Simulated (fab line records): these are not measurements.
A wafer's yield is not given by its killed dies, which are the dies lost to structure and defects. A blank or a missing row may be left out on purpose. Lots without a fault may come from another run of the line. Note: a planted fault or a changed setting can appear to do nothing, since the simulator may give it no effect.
Problem report, 8D (eight disciplines) form, completed by code -- flow sfqLine -- the parts of the form that need people (team, actions taken, sign-off) are left out

1. THE PROBLEM
At SFQ_TRILAYER_M7_ETCH_METAL_ETCH_180, oesProductAu averages 0.376 a.u. over 9 wafers from 3 lots, while fault-free wafers read 0.897 a.u., standard deviation 0.0077. Relative to the usual mean, that is a shift of -68 standard deviations.
The step: etches Nb in Cl2/Ar, stops on SiO2, target depth 240 nm, time 120 s.
Earliest sighting: wafer L831.3 on rieMetal-02 at day 88 12:26. At this step, 45 wafers from 15 lots have a number in the record. Rule for "out" (also "out of limits"): further than 4 standard deviations from the usual mean. The other wafers with a number count as sound.

2. WHAT THIS IS AND IS NOT
question,is,is not
which readings at this step,oesProductAu,drypumpMotorCurrentA
which lots,"L831, L832, L833","L814, L815, L816, L818, L821, L822, L823, L824, L825, L826, L827, L835"
which wafers of those lots,all that have a number,-
read on which tools,rieMetal-02,"rieMetal-01, rieMetal-04"
when,from day 88 12:26,up to then (33 sound wafers); but 3 sound wafers of L835 came after

3. THE SUSPECTS, EACH WITH WHAT RULES IT OUT
Counting: a tool stays on the suspect list if, at a process step up to the reading, it processed all lots that are out and no sound lot following the first of them.
- rieMetal-02 at SFQ_TRILAYER_M7_BARC_OPEN_METAL_ETCH_229 (etches BARC in O2, target depth 125 nm, time 41.7 s): ruled out as a lasting fault. Sound lots L835 ran on it after its first lot that is out, L831 (day 88 12:21).
- rieMetal-02 at SFQ_TRILAYER_M7_ETCH_METAL_ETCH_180 (etches Nb in Cl2/Ar, stops on SiO2, target depth 240 nm, time 120 s): ruled out as a lasting fault. Sound lots L835 ran on it after its first lot that is out, L831 (day 88 12:26).
Left after counting: nothing in the record.

4. THE CAUSE (what the simulator had put in)
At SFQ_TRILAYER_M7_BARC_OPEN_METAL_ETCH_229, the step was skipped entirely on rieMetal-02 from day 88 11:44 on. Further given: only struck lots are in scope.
Counting ruled it out, wrongly.

5. SEQUENCE OF EFFECTS, ordered by route
One row per reading whose mean, taken over the struck wafers that have a number, lies over 3 standard deviations from the usual. Only readings whose record carries a usual standard deviation are examined. hours: median over the lots of the time between each lot's start at the first step of this table that gives one and its start at this step. sigmas: the change, counted in usual standard deviations.
hours,step,reading,usual,on struck wafers,change,sigmas
0,SFQ_TRILAYER_M7_ETCH_METAL_ETCH_180,oesProductAu,0.897 a.u.,0.376,-0.521,-68
Here are the process steps it includes:
- SFQ_TRILAYER_M7_ETCH_METAL_ETCH_180: etches Nb in Cl2/Ar, stops on SiO2, target depth 240 nm, time 120 s.
Readings that are blank on the struck wafers while sound wafers have them: biasW at SFQ_TRILAYER_M7_BARC_OPEN_METAL_ETCH_229; chamberPressureMTorr at SFQ_TRILAYER_M7_BARC_OPEN_METAL_ETCH_229; drypumpMotorCurrentA at SFQ_TRILAYER_M7_BARC_OPEN_METAL_ETCH_229; oesProductAu at SFQ_TRILAYER_M7_BARC_OPEN_METAL_ETCH_229; exposureDoseMJCm2 at SFQ_TRILAYER_I7_VIA_LITHO_EXPOSE_188; focusOffsetNm at SFQ_TRILAYER_I7_VIA_LITHO_EXPOSE_188.

6. WHAT WOULD HAVE CAUGHT IT SOONER
In this record the first reading out of limits was taken at day 88 12:26, 1 hour after the fault began at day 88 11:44.
At SFQ_TRILAYER_M7_BARC_OPEN_METAL_ETCH_229 the tool's readings are blank on the struck wafers, where sound wafers have them: an empty tool record is the first sign, and it was there at once.
